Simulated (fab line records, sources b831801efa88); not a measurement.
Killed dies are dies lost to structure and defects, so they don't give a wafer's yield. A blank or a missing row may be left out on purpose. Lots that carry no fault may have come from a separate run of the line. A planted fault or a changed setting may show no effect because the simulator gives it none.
A struck lot beside a sound one + flow sky130 + 18 steps out of a route of 708
Sound: these wafers, L772.2, L772.3, L772.6. Struck: wafers L780.3, L780.5. (L780.2 of the same lot was not struck and is left out.) The cause comes at the end.
Order at every step that has rows: each side's tool, ch and its chambers, its first start. Under that, the readings that differ: sound wafers + struck wafers + difference of the means + sigmas: that difference in standard deviations of wafers without a fault.
alike: readings with means less than 2 such deviations apart, plus words and numbers identical on both sides. not compared: withheld readings, readings lacking a value on some wafer, bounds such as >300 that could conceal the same value, and numbers that have no deviation in the record and whose values overlap.
Wherever a step has rows on one side only, a row that says differs or no value, or a row with sigmas, the two part there. Non-overlapping numbers with no deviation appear without sigmas and do not part them. A reading that every wafer of one side lacks parts them only if that side has two wafers or more.

first, 5 steps without rows for these wafers: SKY_VIA4_COAT_06 (resist thk 1140 nm); SKY_VIA4_SOFTBAKE_07 (time 60 s); SKY_VIA4_EXPOSE_08 (exposes mask VIM4, target cd 800 nm); SKY_VIA4_PEB_09; SKY_VIA4_DEVELOP_10 (develop time 60 s).
SKY_VIA4_OVL_MEAS_11:
  sound on overlay-02 at day 43 17:49; struck on overlay-02 at day 45 17:34
  alike: VIA4_OVL
SKY_VIA4_ETCH_12: etches SiO2 in C4F8/O2/Ar, stops on TiN, target depth 580 nm.
  sound on rie diel-01 ch 0,1,3, day 43 17:51; struck on rie diel-04 ch 2,3, day 45 17:36
  alike: bias w, oes product au
SKY_VIA4_STRIP_13: strips in O2/N2.
  sound on plasma asher-04 ch 1, day 43 17:56; struck on plasma asher-03 ch 0,1, day 45 17:41
  alike: drypump motor current A, oes product au, strip time to endpoint s
  not compared: rf hours counter h
then, 3 steps without rows for these wafers: SKY_VIA4_STRIP_14 (strips in post etch residue remover, time 1200 s); SKY_VIA4_CLEAN_15 (cleans in IPA, time 180 s); SKY_VIA4_CLEAN_16 (cleans in O3/DIW).
SKY_VIA4_SPUTTER_17: material TiN, target thk 20 nm, time 80 s.
  sound on pvd sputter-01 at day 43 18:32; struck on pvd sputter-02 at day 45 18:19
  alike: cathode dc power W, throttle valve pct
SKY_VIA4_CVD_18: deposits W, target thk 505 nm, time 152.14 s.
  sound on cvd w-01 ch 0,1, day 43 18:35; struck on cvd w-02 ch 0,1, day 45 18:22
| reading                            | sound             | struck      | difference | sigmas |
|------------------------------------|-------------------|-------------|------------|--------|
| model.W_of_VIA4_CVD_18.thk nm (nm) | 531.8 537.5 546.4 | 893.2 912.6 | +364.3     |        |
  alike: heater power w
SKY_VIA4_RS_MEAS_19: the measuring method here is four-point-probe.
  sound on film metro-04 at day 43 18:46; struck on film metro-04 at day 45 18:57
| reading            | sound                | struck        | difference | sigmas |
|--------------------|----------------------|---------------|------------|--------|
| VIA4_W_RS (ohm/sq) | 0.2142 0.2122 0.2087 | 0.1273 0.1243 | -0.0859    | -30    |
  not compared: hold
SKY_VIA4_THK_MEAS_20: measures by xrf.
  sound on film metro-04 at day 43 18:52; struck on film metro-04 at day 45 22:16
| reading         | sound       | struck  | difference | sigmas |
|-----------------|-------------|---------|------------|--------|
| VIA4_W_THK (nm) | 518 525 531 | 846 864 | +330       | +42    |
  not compared: hold
SKY_VIA4_CMP_21: polishes, stops on SiO2, t overpolish 25 s, target thk 0 nm.
  sound on cmp-01 ch 0,2,3, day 43 19:04; struck on cmp-01 ch 1,3, day 46 14:16
| reading                | sound       | struck                                            | difference                   | sigmas |
|------------------------|-------------|---------------------------------------------------|------------------------------|--------|
| hold                   | - - -       | await dispo/3.2h/release await dispo/3.2h/release | no value on the sound wafers |        |
| time to endpoint s (s) | 135 136 144 | 225 223                                           | +86                          | +16    |
  alike: motor current A
SKY_METAL5_SPUTTER_00: material Ti, target thk 15 nm, time 10 s.
  sound on pvd sputter-02 at day 43 19:16; struck on pvd sputter-04 at day 46 14:35
| reading                | sound                | struck        | difference | sigmas |
|------------------------|----------------------|---------------|------------|--------|
| cathode dc power W (W) | 2999.3 3000.2 2999.0 | 3001.6 3000.0 | +1.3       | +2     |
  alike: throttle valve pct
following that, these wafers have no rows for 1 step: SKY_PAD_OPEN_PROBE_99.

WHERE THEY PART
Earliest at SKY_VIA4_RS_MEAS_19; latest, in this record, at SKY_METAL5_SPUTTER_00.

WHY: whatever the simulator had introduced
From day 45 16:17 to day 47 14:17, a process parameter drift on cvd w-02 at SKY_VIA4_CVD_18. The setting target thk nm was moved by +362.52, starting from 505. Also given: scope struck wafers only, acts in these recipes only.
